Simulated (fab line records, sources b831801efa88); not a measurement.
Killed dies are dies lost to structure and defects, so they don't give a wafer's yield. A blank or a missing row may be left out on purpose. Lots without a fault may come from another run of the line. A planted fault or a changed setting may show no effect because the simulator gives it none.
Which tool did it? | flow sky130 | 10 lots, 27 wafers sampled, at 2 steps of a route of 708

WHAT THE GAUGES READ, wafer by wafer
SKY_LI_CONTACT_RS_MEAS_22: measures by four-point-probe.
lot  | measured     | on            | LI_CONTACT_W_RS (ohm/sq)
L691 | day 28 18:19 | film_metro-01 | 0.279 0.283 0.286
L694 | day 29 19:16 | film_metro-02 | 0.289 0.278 0.287
L695 | day 30 05:49 | film_metro-01 | 0.283 0.280 0.281
L696 | day 30 22:20 | film_metro-04 | 0.283 0.284 0.289
L700 | day 32 08:20 | film_metro-04 | 0.282 0.282 0.286
L701 | day 32 18:56 | film_metro-04 | 0.283 0.282 0.283
L703 | day 33 10:05 | film_metro-01 | 0.286 0.284 0.288
L709 | day 35 08:37 | film_metro-04 | 0.699 0.284 0.700 0.284
L710 | day 35 17:48 | film_metro-02 | 0.733 0.286 0.736 0.287
L711 | day 36 00:01 | film_metro-04 | 0.691 0.288 0.692 0.288

WHICH TOOL RAN EACH LOT (tool, then ch and the chambers of the sampled wafers, then the start)
lot  | SKY_LI_CONTACT_CVD_21
L691 | cvd_w-01 ch 0,1, day 28 18:11
L694 | cvd_w-02 ch 0,1, day 29 19:07
L695 | cvd_w-02 ch 0,1, day 30 05:41
L696 | cvd_w-02 ch 0,1, day 30 22:10
L700 | cvd_w-01 ch 0,1, day 32 08:12
L701 | cvd_w-02 ch 0,1, day 32 18:48
L703 | cvd_w-01 ch 0,1, day 33 09:56
L709 | cvd_w-01 ch 1, day 35 08:28
L710 | cvd_w-01 ch 0, day 35 17:39
L711 | cvd_w-01 ch 0,1, day 35 23:53
- SKY_LI_CONTACT_CVD_21: deposits W, target thk 400 nm, time 120.56 s.

THE ANSWER, worked out from the rows above alone
Rule: what is usual is taken from the lots themselves. Put in order of their means at a reading, lots are off if they are a third of the lots or fewer, leave a main group of 4 or more, and stand apart from it by a gap of 3 or more times the standard deviation of the main group's means; of several such gaps the widest counts. A main group whose means are all the same, to the digits that the tables above print for the reading, isn't used. A lot without any number at a reading at which 4 lots or more have one is off too. The other lots that the step has rows for count as sound.
Off: L709, L710, L711, at SKY_LI_CONTACT_RS_MEAS_22 (LI_CONTACT_W_RS). The main group: mean 0.284 ohm/sq, standard deviation 0.0015.
A tool fits if, at a process step before that reading, it ran every lot that is off, and no sound lot after the first of them. The gauges at SKY_LI_CONTACT_RS_MEAS_22 are tried like those tools. One fits: cvd_w-01 at SKY_LI_CONTACT_CVD_21. Its last sound lot is L703 (day 33 09:56), its first lot that is off L709 (day 35 08:28): a fault that began between those two fits.

WHAT THE SIMULATOR HAD PUT IN
Process parameter drift: cvd_w-01, from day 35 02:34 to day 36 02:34, at SKY_LI_CONTACT_CVD_21. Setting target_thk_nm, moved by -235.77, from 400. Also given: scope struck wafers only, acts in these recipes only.
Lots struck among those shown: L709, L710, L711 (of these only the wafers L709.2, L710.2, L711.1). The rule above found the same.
